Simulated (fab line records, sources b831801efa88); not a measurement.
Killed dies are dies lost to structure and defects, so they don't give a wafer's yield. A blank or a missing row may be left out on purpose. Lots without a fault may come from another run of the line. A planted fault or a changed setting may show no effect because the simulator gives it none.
One fault seen from 2 desks | flow sfq_line | each desk has only its own numbers; what lay behind them comes last

THE TOOL OWNER'S DESK: cmp-01
The tool's own readings at SFQ_TRILAYER_I3_CMP_CMP_082 (polishes SiO2): means of the sampled wafers that have a number, for each lot that ran on this tool. A lot is out of limits, marked OUT, if its mean lies more than 4 standard deviations from the usual mean; the brackets give that distance.
Columns: A = head_pressure_psi at SFQ_TRILAYER_I3_CMP_CMP_082, usual 2.999 psi; B = motor_current_A at SFQ_TRILAYER_I3_CMP_CMP_082, usual 9.6 A; C = time_to_endpoint_s at SFQ_TRILAYER_I3_CMP_CMP_082, usual 213 s
lot  | first seen here | A               | B    | C
L994 | day 28 23:44    | 3.006           | 9.0  | 219
L995 | day 30 12:07    | 2.999           | 9.2  | 219
L996 | day 32 15:50    | 3.001           | 9.2  | 210
L997 | day 32 18:50    | 3.011           | 9.2  | 217
L998 | day 32 21:50    | 3.376 (+58) OUT | 10.2 | 192
L999 | day 33 00:50    | 3.367 (+57) OUT | 10.7 | 191
L109 | day 40 13:22    | 3.000           | 9.0  | 210
L111 | day 40 19:22    | 2.997           | 9.8  | 202
L114 | day 41 04:22    | 2.996           | 9.6  | 209
L115 | day 41 09:52    | 2.999           | 9.7  | 216
This desk's finding: out of limits on L998, L999; first on L998, day 32 21:50 (head_pressure_psi at SFQ_TRILAYER_I3_CMP_CMP_082). In limits: L994, L995, L996, L997, L109, L111, L114, L115.

THE METROLOGY DESK
What the gauges read, lot by lot, whatever tool the lot ran on: means of the sampled wafers that have a number. A lot is out of limits, marked OUT, if its mean lies more than 4 standard deviations from the usual mean; the brackets give that distance.
Columns: A = M2_NB_RS at SFQ_M2_RS_MEAS_914, usual 0.894 ohm/sq
lot  | first seen here | A
L994 | day 15 19:25    | 0.905
L995 | day 16 23:29    | 0.903
L996 | day 20 03:17    | 0.886
L997 | day 20 17:40    | 0.899
L998 | day 21 04:37    | 0.890
L999 | day 21 09:25    | 0.896
L109 | day 26 00:31    | 0.881
L110 | day 26 07:40    | 0.881
L111 | day 26 09:31    | 0.887
L113 | day 26 17:01    | 0.885
L114 | day 26 20:01    | 0.909
L115 | day 27 00:39    | 0.897
L116 | day 27 10:13    | 0.898
L117 | day 27 16:20    | 0.889
This desk's finding: nothing out of limits on any of the 14 lots.

PUT TOGETHER
The tool owner's desk could have raised an alarm at day 32 21:50, on L998, L999.
The metrology desk saw nothing out of limits.
The metrology desk has L998, L999 on record, within its limits.
Of the lots named, all ran SFQ_TRILAYER_I3_CMP_CMP_082 on cmp-01.

WHAT THE SIMULATOR HAD PUT IN
Process parameter drift: cmp-01, from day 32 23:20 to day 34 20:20, at SFQ_TRILAYER_I3_CMP_CMP_082. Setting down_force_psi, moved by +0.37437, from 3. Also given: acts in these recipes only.
Lots struck among those shown: L998, L999.
